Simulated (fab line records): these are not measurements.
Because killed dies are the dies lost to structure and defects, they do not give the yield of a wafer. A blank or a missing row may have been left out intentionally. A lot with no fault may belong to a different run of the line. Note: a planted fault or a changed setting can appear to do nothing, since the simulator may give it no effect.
A struck lot beside a sound one | flow sfq_line | 42 out of 325 route steps
Sound: wafers L203.1, L203.2, L203.4. Struck: wafer L215.4 (left out: L215.1, L215.2 of the same lot, which were not struck); the cause appears at the end.
Order at every step that has rows: each side's tool, ch and its chambers, its first start. Under that, the readings that differ: sound wafers | struck wafers | difference of the means | sigmas: that difference in standard deviations of wafers without a fault.
alike: same words and numbers on both sides, and readings whose means sit less than 2 such deviations apart. not compared: any withheld reading, any reading some wafer has no value for, any bound like >300 that may hide the same value, and any number with overlapping values for which the record gives no deviation.
A row with sigmas, a row that says differs or no value, or rows on one side alone: a step with any of these is where the two part. When numbers do not overlap yet have no deviation, they are printed without sigmas and do not part them. A reading that every wafer of one side lacks parts them only if that side has two wafers or more.

first, 6 steps without rows for these wafers: SFQ_TRILAYER_M6_LITHO_COAT_164 (resist thk 62 nm); SFQ_TRILAYER_M6_LITHO_COAT_159 (resist thk 600 nm); SFQ_TRILAYER_M6_LITHO_SOFTBAKE_163; SFQ_TRILAYER_M6_LITHO_EXPOSE_160 (exposes mask M6, target cd 500 nm); SFQ_TRILAYER_M6_LITHO_PEB_162 (peb time 60 s); SFQ_TRILAYER_M6_LITHO_DEVELOP_161 (time 60 s).
SFQ_M6_OVL_MEAS_940:
  sound: overlay-02 at day 76 04:16; struck: overlay-01 at day 77 07:52
  alike: M6_OVL
then, 1 step without rows for these wafers: SFQ_TRILAYER_M6_BARC_OPEN_METAL_ETCH_206 (etches BARC in O2, target depth 125 nm, time 41.7 s).
SFQ_TRILAYER_M6_ETCH_METAL_ETCH_162: etches Nb in Cl2/Ar, stops on SiO2, target depth 240 nm, time 120 s.
  sound on rie_metal-02 ch 0,1, day 76 04:21; struck on rie_metal-03 ch 0, day 77 07:57
  reading                     | sound       | struck | difference | sigmas
  drypump_motor_current_A (A) | 5.4 5.7 5.4 | 6.5    | +1.0       | +3
  alike: oes_product_au
  not compared: rf_hours_counter_h
then, 3 steps without rows for these wafers: SFQ_TRILAYER_M6_STRIP_STRIP_163 (strips in O2); SFQ_TRILAYER_M6_STRIP_SOLV_CLEAN_164 (cleans in NMP, time 600 s); SFQ_TRILAYER_I6_DEP_PECVD_165 (deposits SiO2 from SiH4/N2O, time 111.11 s, target thk 500 nm).
SFQ_TRILAYER_I6_CMP_CMP_166: polishes SiO2.
  sound on cmp-01 ch 1,2,3, day 76 07:40; struck on cmp-01 ch 3, day 78 00:51
  reading                                             | sound             | struck | difference | sigmas
  time_to_endpoint_s (s)                              | 221 206 225       | 285    | +68        | +10
  model.SiO2_of_TRILAYER_I6_DEP_PECVD_165.thk_nm (nm) | 198.2 198.9 199.8 | 307.1  | +108.1     |
  alike: motor_current_A, slurry_filter_dp_kPa
SFQ_I6_BOW_MEAS_941:
  sound: film_metro-02 at day 76 10:40; struck: film_metro-01 at day 78 03:51
  alike: I6_BOW
SFQ_TRILAYER_I6_METRO_MEASURE_167:
  sound: film_metro-02 at day 76 10:47; struck: film_metro-01 at day 78 03:58
  reading     | sound             | struck | difference | sigmas
  thk_nm (nm) | 198.2 199.0 199.8 | 307.4  | +108.4     | +99 or more
then, 6 steps without rows for these wafers: SFQ_TRILAYER_I6_VIA_LITHO_COAT_174 (resist thk 62 nm); SFQ_TRILAYER_I6_VIA_LITHO_COAT_169 (resist thk 650 nm); SFQ_TRILAYER_I6_VIA_LITHO_SOFTBAKE_173; SFQ_TRILAYER_I6_VIA_LITHO_EXPOSE_170 (exposes mask I6, target cd 700 nm); SFQ_TRILAYER_I6_VIA_LITHO_PEB_172 (peb time 60 s); SFQ_TRILAYER_I6_VIA_LITHO_DEVELOP_171 (time 60 s).
-- the record jumps here: 4 days lie between the struck wafers' starts before and after --
SFQ_I6_OVL_MEAS_942:
  sound: overlay-02 at day 76 18:46; struck: overlay-02 at day 81 21:44
  alike: I6_OVL
SFQ_TRILAYER_I6_VIA_BARC_OPEN_VIA_ETCH_235: etches BARC in O2, target depth 125 nm, time 41.7 s.
  sound on rie_diel-04 ch 0,1,3, day 76 18:47; struck on rie_diel-03 ch 1, day 81 21:46
  alike: drypump_motor_current_A, oes_product_au
  not compared: rf_hours_counter_h
SFQ_TRILAYER_I6_VIA_ETCH_VIA_ETCH_172: etches SiO2 in CHF3, stops on Nb, target depth 260 nm.
  sound on rie_diel-04 ch 0,1,3, day 76 18:50; struck on rie_diel-03 ch 1, day 81 21:49
  reading                        | sound             | struck | difference | sigmas
  oes_product_au (a.u.)          | 0.848 0.850 0.855 | 0.986  | +0.135     | +28
  model.etch.depth_nm (nm)       | 198.2 198.9 199.8 | 255.5  | +56.5      |
  model.I6.feature_depth_nm (nm) | 198.2 198.9 199.8 | 255.5  | +56.5      |
  alike: drypump_motor_current_A
SFQ_TRILAYER_I6_VIA_STRIP_STRIP_173: strips in O2.
  sound on rie_metal-01 ch 0, day 76 18:57; struck on rie_metal-02 ch 1, day 81 21:55
  alike: drypump_motor_current_A, oes_product_au
  not compared: rf_hours_counter_h
then, 1 step without rows for these wafers: SFQ_TRILAYER_I6_VIA_STRIP_SOLV_CLEAN_174 (cleans in NMP, time 600 s).
SFQ_TRILAYER_M7_DEP_PRE_CLEAN_176: time 22.5 s.
  sound: pvd_sputter-04 at day 76 20:19; struck: pvd_sputter-04 at day 81 22:41
  reading                                             | sound             | struck | difference | sigmas
  model.SiO2_of_TRILAYER_I6_DEP_PECVD_165.thk_nm (nm) | 190.7 191.4 192.3 | 299.6  | +108.1     |
then, 1 step without rows for these wafers: SFQ_TRILAYER_M7_DEP_SPUTTER_175 (material Nb, target thk 200 nm, time 133.3 s).
SFQ_M7_RS_MEAS_943: measures by four-point-probe.
  sound: film_metro-02 at day 76 20:26; struck: film_metro-04 at day 81 22:49
  alike: M7_NB_RS
then, 6 steps without rows for these wafers: SFQ_TRILAYER_M7_LITHO_COAT_182 (resist thk 62 nm); SFQ_TRILAYER_M7_LITHO_COAT_177 (resist thk 600 nm); SFQ_TRILAYER_M7_LITHO_SOFTBAKE_181; SFQ_TRILAYER_M7_LITHO_EXPOSE_178 (exposes mask M7, target cd 500 nm); SFQ_TRILAYER_M7_LITHO_PEB_180 (peb time 60 s); SFQ_TRILAYER_M7_LITHO_DEVELOP_179 (time 60 s).
-- the record jumps here: 3 days lie between the struck wafers' starts before and after --
SFQ_M7_OVL_MEAS_945:
  sound: overlay-02 at day 77 01:58; struck: overlay-02 at day 84 23:25
  alike: M7_OVL
then, 1 step without rows for these wafers: SFQ_TRILAYER_M7_BARC_OPEN_METAL_ETCH_229 (etches BARC in O2, target depth 125 nm, time 41.7 s).
SFQ_TRILAYER_M7_ETCH_METAL_ETCH_180: etches Nb in Cl2/Ar, stops on SiO2, target depth 240 nm, time 120 s.
  sound on rie_metal-01 ch 0, day 77 02:07; struck on rie_metal-02 ch 0, day 84 23:30
  alike: drypump_motor_current_A, oes_product_au
  not compared: rf_hours_counter_h
SFQ_TRILAYER_M7_STRIP_STRIP_181: strips in O2.
  sound on rie_metal-01 ch 0, day 77 02:22; struck on rie_metal-02 ch 0, day 84 23:38
  alike: drypump_motor_current_A, oes_product_au
  not compared: rf_hours_counter_h
then, 2 steps without rows for these wafers: SFQ_TRILAYER_M7_STRIP_SOLV_CLEAN_182 (cleans in NMP, time 600 s); SFQ_TRILAYER_I7_DEP_PECVD_183 (deposits SiO2 from SiH4/N2O, time 111.11 s, target thk 500 nm).
SFQ_M8_BOW_MEAS_951:
  sound: film_metro-02 at day 84 14:14; struck: film_metro-04 at day 85 19:16
  reading                 | sound             | struck | difference | sigmas
  model.etest.i6.link_ohm | 1.879 1.877 1.871 | 1e+06  | +1e+06     |
  alike: M8_BOW

## WHERE THEY PART
Last at SFQ_TRILAYER_I6_VIA_ETCH_VIA_ETCH_172 as far as this record goes, first at SFQ_TRILAYER_M6_ETCH_METAL_ETCH_162. Later steps at which nothing parts them and some readings are alike: SFQ_TRILAYER_I6_VIA_STRIP_STRIP_173, SFQ_M7_RS_MEAS_943, SFQ_M7_OVL_MEAS_945, SFQ_TRILAYER_M7_ETCH_METAL_ETCH_180, SFQ_TRILAYER_M7_STRIP_STRIP_181, SFQ_M8_BOW_MEAS_951.

WHY: the cause the simulator had injected
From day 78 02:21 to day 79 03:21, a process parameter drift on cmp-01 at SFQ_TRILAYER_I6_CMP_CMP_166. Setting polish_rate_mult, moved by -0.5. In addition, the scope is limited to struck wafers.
